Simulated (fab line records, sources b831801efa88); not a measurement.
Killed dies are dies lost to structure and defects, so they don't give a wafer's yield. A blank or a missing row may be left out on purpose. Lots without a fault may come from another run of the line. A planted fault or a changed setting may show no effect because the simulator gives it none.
Which tool did it? | flow gf180mcu | 24 lots, 72 wafers sampled, at 6 steps of a route of 602

WHAT THE GAUGES READ, wafer by wafer
GF_MIM_THK_MEAS_06. Usual: MIM_CVD_05_THK 42.0 nm, standard deviation 0.46.
lot  | measured     | on            | MIM_CVD_05_THK (nm) | flag
L074 | day 25 02:37 | film_metro-04 | 41.8 41.8 42.2      |
L075 | day 25 03:15 | film_metro-02 | 41.5 41.7 42.6      |
L076 | day 25 14:43 | film_metro-04 | 41.1 42.1 42.1      |
L077 | day 25 20:11 | film_metro-04 | 41.3 42.0 41.8      |
L078 | day 26 00:24 | film_metro-03 | 41.4 42.5 42.0      |
L079 | day 26 03:10 | film_metro-04 | 41.3 42.0 42.0      |
L080 | day 26 16:08 | film_metro-04 | 41.7 42.8 42.9      |
L081 | day 26 21:30 | film_metro-03 | 42.2 42.1 43.2      |
L082 | day 27 08:04 | film_metro-04 | 41.9 42.5 42.0      |
L083 | day 28 00:44 | film_metro-03 | 41.9 42.0 41.5      |
L084 | day 28 03:49 | film_metro-03 | 41.4 41.6 41.7      |
L085 | day 28 06:53 | film_metro-03 | 41.2 42.4 42.1      |
L086 | day 28 14:46 | film_metro-04 | 42.4 41.9 42.2      |
L087 | day 29 00:34 | film_metro-02 | 41.9 42.5 42.0      |
L088 | day 29 06:18 | film_metro-03 | 41.2 42.5 42.0      |
L089 | day 29 08:20 | film_metro-04 | 41.5 42.6 42.5      |
L090 | day 29 14:12 | film_metro-03 | 41.5 41.5 42.3      |
L091 | day 29 23:24 | film_metro-03 | 41.9 41.5 41.8      |
L092 | day 30 02:57 | film_metro-03 | 41.8 42.1 42.5      |
L093 | day 30 15:40 | film_metro-03 | 42.2 42.0 43.0      |
L094 | day 30 18:28 | film_metro-02 | 42.2 41.4 42.3      |
L095 | day 31 01:50 | film_metro-03 | 41.6 41.2 41.7      |
L096 | day 31 07:28 | film_metro-02 | 42.0 41.5 42.1      |
L097 | day 31 10:54 | film_metro-02 | 41.9 41.2 42.2      |

GF_M5_CD_MEAS_07: target cd 280 nm. Usual: cd_nm 279.6 nm, standard deviation 1.2.
lot  | measured     | on        | cd_nm (nm)        | flag
L074 | day 26 20:35 | cd_sem-02 | 281.1 279.7 280.6 |
L075 | day 26 21:29 | cd_sem-02 | 278.4 279.3 278.8 |
L076 | day 27 08:26 | cd_sem-01 | 277.8 277.3 277.1 |
L077 | day 27 13:11 | cd_sem-02 | 278.2 278.6 278.2 |
L078 | day 27 17:22 | cd_sem-01 | 282.0 281.2 282.3 |
L079 | day 27 20:29 | cd_sem-01 | 280.8 280.1 280.6 |
L080 | day 28 08:49 | cd_sem-01 | 280.5 279.7 280.6 |
L081 | day 28 14:32 | cd_sem-01 | 280.5 280.4 281.7 |
L082 | day 29 01:19 | cd_sem-02 | 277.1 278.9 276.9 |
L083 | day 29 16:05 | cd_sem-01 | 280.4 279.3 279.5 |
L084 | day 29 19:46 | cd_sem-02 | 279.5 279.4 278.4 |
L085 | day 29 22:49 | cd_sem-01 | 279.6 279.1 278.3 |
L086 | day 30 05:26 | cd_sem-01 | 279.7 281.6 280.8 |
L087 | day 30 15:31 | cd_sem-02 | 280.3 280.2 278.9 |
L088 | day 30 19:47 | cd_sem-02 | 279.5 278.4 277.8 |
L089 | day 30 21:52 | cd_sem-01 | 279.8 278.7 278.8 |
L090 | day 31 04:07 | cd_sem-01 | 279.0 279.8 279.3 |
L091 | day 31 12:26 | cd_sem-02 | 279.5 279.1 278.4 |
L092 | day 31 15:43 | cd_sem-02 | 279.1 280.4 279.6 |
L093 | day 32 02:53 | cd_sem-01 | 278.1 278.6 278.8 |
L094 | day 32 06:10 | cd_sem-01 | 279.5 280.4 280.6 |
L095 | day 32 13:05 | cd_sem-01 | 278.1 278.2 279.3 |
L096 | day 32 17:59 | cd_sem-02 | 279.9 280.2 280.8 |
L097 | day 32 21:32 | cd_sem-02 | 281.8 282.2 280.5 |

GF_V5_OVL_MEAS_15. Usual: V5_OVL -3 nm, standard deviation 6.2.
lot  | measured     | on         | V5_OVL (nm) | flag
L074 | day 27 18:31 | overlay-02 | 2 -13 -11   |
L075 | day 27 19:23 | overlay-01 | -7 -1 -18   |
L076 | day 28 06:17 | overlay-02 | -6 1 -10    |
L077 | day 28 11:10 | overlay-02 | -8 -3 -6    |
L078 | day 28 15:26 | overlay-02 | 1 4 -11     |
L079 | day 28 18:16 | overlay-02 | -11 6 -1    |
L080 | day 29 05:55 | overlay-02 | 5 7 7       |
L081 | day 29 12:06 | overlay-02 | 1 0 7       |
L082 | day 29 22:17 | overlay-02 | 0 3 -5      |
L083 | day 30 11:50 | overlay-01 | 1 4 5       |
L084 | day 30 15:46 | overlay-02 | -8 4 7      |
L085 | day 30 19:13 | overlay-01 | -5 -13 -9   |
L086 | day 31 01:26 | overlay-02 | 1 -9 -2     |
L087 | day 31 11:19 | overlay-02 | 2 6 -3      |
L088 | day 31 14:50 | overlay-01 | 5 -3 6      |
L089 | day 31 16:50 | overlay-01 | -9 -7 -2    |
L090 | day 31 23:13 | overlay-01 | -14 -3 3    |
L091 | day 32 07:20 | overlay-01 | -1 -13 -1   |
L092 | day 32 10:32 | overlay-01 | -11 -1 -6   |
L093 | day 32 20:51 | overlay-01 | -7 -1 2     |
L094 | day 32 23:49 | overlay-01 | -18 -5 -6   |
L095 | day 33 06:38 | overlay-01 | -5 -4 -6    |
L096 | day 33 11:47 | overlay-01 | -9 -5 -7    |
L097 | day 33 14:23 | overlay-01 | -10 -5 -10  |

WHICH TOOL RAN EACH LOT (tool, then ch and the chambers of the sampled wafers, then the start)
lot  | GF_V4_SPUTTER_21             | GF_V4_CMP_26                  | GF_M5_STRIP_11
L074 | pvd_sputter-01, day 25 01:40 | cmp-01 ch 1,3, day 25 02:06   | plasma_asher-02 ch 0,1, day 26 20:53
L075 | pvd_sputter-04, day 25 02:19 | cmp-01 ch 0,2, day 25 02:42   | plasma_asher-01 ch 0,1, day 26 21:50
L076 | pvd_sputter-04, day 25 13:41 | cmp-02 ch 0,1, day 25 14:11   | plasma_asher-04 ch 0,1, day 27 08:44
L077 | pvd_sputter-04, day 25 19:08 | cmp-02 ch 0,1,3, day 25 19:37 | plasma_asher-01 ch 1, day 27 13:29
L078 | pvd_sputter-04, day 25 23:28 | cmp-02 ch 0,1,3, day 25 23:54 | plasma_asher-01 ch 0,1, day 27 17:40
L079 | pvd_sputter-01, day 26 02:05 | cmp-01 ch 0,1,2, day 26 02:35 | plasma_asher-04 ch 0,1, day 27 20:47
L080 | pvd_sputter-01, day 26 15:12 | cmp-02 ch 2,3, day 26 15:35   | plasma_asher-04 ch 0,1, day 28 09:07
L081 | pvd_sputter-04, day 26 20:26 | cmp-01 ch 0,1,2, day 26 20:58 | plasma_asher-01 ch 0,1, day 28 14:50
L082 | pvd_sputter-04, day 27 07:07 | cmp-02 ch 0,2,3, day 27 07:30 | plasma_asher-01 ch 0,1, day 29 01:37
L083 | pvd_sputter-01, day 27 23:47 | cmp-02 ch 0,2,3, day 28 00:14 | plasma_asher-01 ch 0,1, day 29 16:24
L084 | pvd_sputter-04, day 28 02:52 | cmp-02 ch 1,2,3, day 28 03:16 | plasma_asher-02 ch 0,1, day 29 20:03
L085 | pvd_sputter-04, day 28 05:56 | cmp-02 ch 0,1, day 28 06:20   | plasma_asher-04 ch 1, day 29 23:07
L086 | pvd_sputter-01, day 28 13:49 | cmp-02 ch 0,1, day 28 14:16   | plasma_asher-04 ch 0,1, day 30 05:45
L087 | pvd_sputter-01, day 28 23:37 | cmp-01 ch 0,1,3, day 29 00:07 | plasma_asher-04 ch 0,1, day 30 15:50
L088 | pvd_sputter-01, day 29 05:20 | cmp-02 ch 2,3, day 29 05:47   | plasma_asher-04 ch 0,1, day 30 20:13
L089 | pvd_sputter-02, day 29 07:23 | cmp-02 ch 1,3, day 29 07:46   | plasma_asher-01 ch 0,1, day 30 22:09
L090 | pvd_sputter-02, day 29 13:16 | cmp-01 ch 0,1,2, day 29 13:39 | plasma_asher-02 ch 0,1, day 31 04:25
L091 | pvd_sputter-01, day 29 22:27 | cmp-02 ch 0,2,3, day 29 22:51 | plasma_asher-04 ch 0,1, day 31 12:53
L092 | pvd_sputter-01, day 30 02:01 | cmp-01 ch 0,2,3, day 30 02:24 | plasma_asher-04 ch 0,1, day 31 16:01
L093 | pvd_sputter-02, day 30 14:43 | cmp-01 ch 0,1, day 30 15:10   | plasma_asher-04 ch 1, day 32 03:10
L094 | pvd_sputter-04, day 30 17:32 | cmp-01 ch 0,1,2, day 30 17:55 | plasma_asher-01 ch 0,1, day 32 06:28
L095 | pvd_sputter-02, day 31 00:50 | cmp-02 ch 0,2,3, day 31 01:17 | plasma_asher-02 ch 0,1, day 32 13:24
L096 | pvd_sputter-04, day 31 06:30 | cmp-01 ch 1,2, day 31 06:53   | plasma_asher-01 ch 0,1, day 32 18:16
L097 | pvd_sputter-04, day 31 09:58 | cmp-02 ch 2,3, day 31 10:21   | plasma_asher-01 ch 0,1, day 32 21:51
- GF_V4_SPUTTER_21: material Ti, target thk 15 nm, time 80.02 s.
- GF_V4_CMP_26: polishes, stops on SiO2, t overpolish 15 s, target thk 0 nm.
- GF_M5_STRIP_11: strips in O2/N2.

WHAT THE TOOLS THEMSELVES READ (means of the sampled wafers that have a number; where no wafer has one, the mark that the record gives instead)
GF_V4_SPUTTER_21. Usual: throttle_valve_pct 30.4 %, standard deviation 0.78.
lot  | tool           | throttle_valve_pct (%) | flag
L074 | pvd_sputter-01 | 29.4                   |
L075 | pvd_sputter-04 | 31.2                   |
L076 | pvd_sputter-04 | 31.1                   |
L077 | pvd_sputter-04 | 30.7                   |
L078 | pvd_sputter-04 | 31.4                   |
L079 | pvd_sputter-01 | 29.8                   |
L080 | pvd_sputter-01 | 29.7                   |
L081 | pvd_sputter-04 | 31.2                   |
L082 | pvd_sputter-04 | 30.9                   |
L083 | pvd_sputter-01 | 29.7                   |
L084 | pvd_sputter-04 | 31.3                   |
L085 | pvd_sputter-04 | 31.0                   |
L086 | pvd_sputter-01 | 29.4                   |
L087 | pvd_sputter-01 | 29.6                   |
L088 | pvd_sputter-01 | 29.5                   |
L089 | pvd_sputter-02 | 30.8                   |
L090 | pvd_sputter-02 | 30.6                   |
L091 | pvd_sputter-01 | 29.5                   |
L092 | pvd_sputter-01 | 29.6                   |
L093 | pvd_sputter-02 | 30.0                   |
L094 | pvd_sputter-04 | 31.2                   |
L095 | pvd_sputter-02 | 30.6                   |
L096 | pvd_sputter-04 | 31.2                   |
L097 | pvd_sputter-04 | 31.0                   |

GF_V4_CMP_26. Usual: motor_current_A 10.6 A, standard deviation 0.62; overpolish_run_s 15.000 s, standard deviation 0.009; time_to_endpoint_s 84.9 s, standard deviation 2.6.
lot  | tool   | motor_current_A (A) | overpolish_run_s (s) | time_to_endpoint_s (s) | flag
L074 | cmp-01 | 10.2                | 14.995               | 85.7                   |
L075 | cmp-01 | 10.3                | 14.992               | 86.3                   |
L076 | cmp-02 | 10.9                | 14.992               | 85.0                   |
L077 | cmp-02 | 11.1                | 15.004               | 85.5                   |
L078 | cmp-02 | 11.2                | 14.997               | 85.5                   |
L079 | cmp-01 | 10.3                | 15.005               | 88.3                   |
L080 | cmp-02 | 11.2                | 14.999               | 82.4                   |
L081 | cmp-01 | 10.3                | 14.998               | 86.0                   |
L082 | cmp-02 | 10.5                | 15.002               | 86.0                   |
L083 | cmp-02 | 11.1                | 14.997               | 84.9                   |
L084 | cmp-02 | 10.6                | 15.005               | 83.7                   |
L085 | cmp-02 | 10.9                | 15.002               | 85.1                   |
L086 | cmp-02 | 11.0                | 14.996               | 83.1                   |
L087 | cmp-01 | 10.2                | 15.002               | 83.5                   |
L088 | cmp-02 | 10.6                | 15.005               | 82.5                   |
L089 | cmp-02 | 10.7                | 15.007               | 83.3                   |
L090 | cmp-01 | 10.2                | 14.996               | 86.3                   |
L091 | cmp-02 | 11.2                | 14.996               | 82.5                   |
L092 | cmp-01 | 9.9                 | 14.999               | 86.7                   |
L093 | cmp-01 | 10.2                | 14.996               | 82.5                   |
L094 | cmp-01 | 10.6                | 14.992               | 84.6                   |
L095 | cmp-02 | 10.9                | 15.001               | 87.6                   |
L096 | cmp-01 | 10.7                | 15.004               | 84.0                   |
L097 | cmp-02 | 10.3                | 15.003               | 85.3                   |

GF_M5_STRIP_11. Usual: drypump_motor_current_A 5.6 A, standard deviation 0.59; heater_power_w 345 W, standard deviation 23; oes_product_au 0.522 a.u., standard deviation 0.0045; strip_time_to_endpoint_s 7.01 s, standard deviation 0.054.
lot  | tool            | drypump_motor_current_A (A) | heater_power_w (W) | oes_product_au (a.u.) | strip_time_to_endpoint_s (s) | flag
L074 | plasma_asher-02 | 4.8                         | 349                | 0.524                 | 7.11                         |
L075 | plasma_asher-01 | 5.4                         | 369                | 0.523                 | 7.00                         |
L076 | plasma_asher-04 | 6.1                         | 328                | 0.523                 | 7.01                         |
L077 | plasma_asher-01 | 5.1                         | 381                | 0.523                 | 6.98                         |
L078 | plasma_asher-01 | 5.4                         | 364                | 0.524                 | 7.04                         |
L079 | plasma_asher-04 | 5.8                         | 326                | 0.527                 | 7.09                         |
L080 | plasma_asher-04 | 5.8                         | 326                | 0.525                 | 7.07                         |
L081 | plasma_asher-01 | 5.4                         | 368                | 0.521                 | 6.95                         |
L082 | plasma_asher-01 | 5.4                         | 372                | 0.516                 | 7.04                         |
L083 | plasma_asher-01 | 5.4                         | 372                | 0.521                 | 6.95                         |
L084 | plasma_asher-02 | 4.9                         | 352                | 0.521                 | 6.98                         |
L085 | plasma_asher-04 | 6.4                         | 334                | 0.520                 | 6.93                         |
L086 | plasma_asher-04 | 6.1                         | 328                | 0.522                 | 7.04                         |
L087 | plasma_asher-04 | 5.8                         | 321                | 0.525                 | 7.01                         |
L088 | plasma_asher-04 | 5.8                         | 328                | 0.522                 | 6.97                         |
L089 | plasma_asher-01 | 5.8                         | 348                | 0.522                 | 6.99                         |
L090 | plasma_asher-02 | 4.8                         | 350                | 0.522                 | 7.08                         |
L091 | plasma_asher-04 | 5.8                         | 328                | 0.523                 | 6.97                         |
L092 | plasma_asher-04 | 6.1                         | 337                | 0.524                 | 7.03                         |
L093 | plasma_asher-04 | 6.4                         | 336                | 0.522                 | 7.03                         |
L094 | plasma_asher-01 | 5.8                         | 349                | 0.522                 | 7.00                         |
L095 | plasma_asher-02 | 4.8                         | 342                | 0.522                 | 6.99                         |
L096 | plasma_asher-01 | 5.4                         | 370                | 0.521                 | 7.02                         |
L097 | plasma_asher-01 | 5.4                         | 363                | 0.515                 | 6.95                         |

THE ANSWER, worked out from the rows above alone
Rule: a lot is off if the mean of its wafers that have a number lies more than 3 standard deviations from the usual mean. A lot without any number at a reading at which 4 lots or more have one is off too. The other lots that the step has rows for count as sound. The gauges are gone through in route order, then the tools' own readings, and for those a lot's mean is taken as printed above. The first step at which some lot is off is used, and at that step the reading that is off furthest; a lot without a number counts as furthest.
No lot is off at any reading shown: from this, nothing can be told.

WHAT THE SIMULATOR HAD PUT IN
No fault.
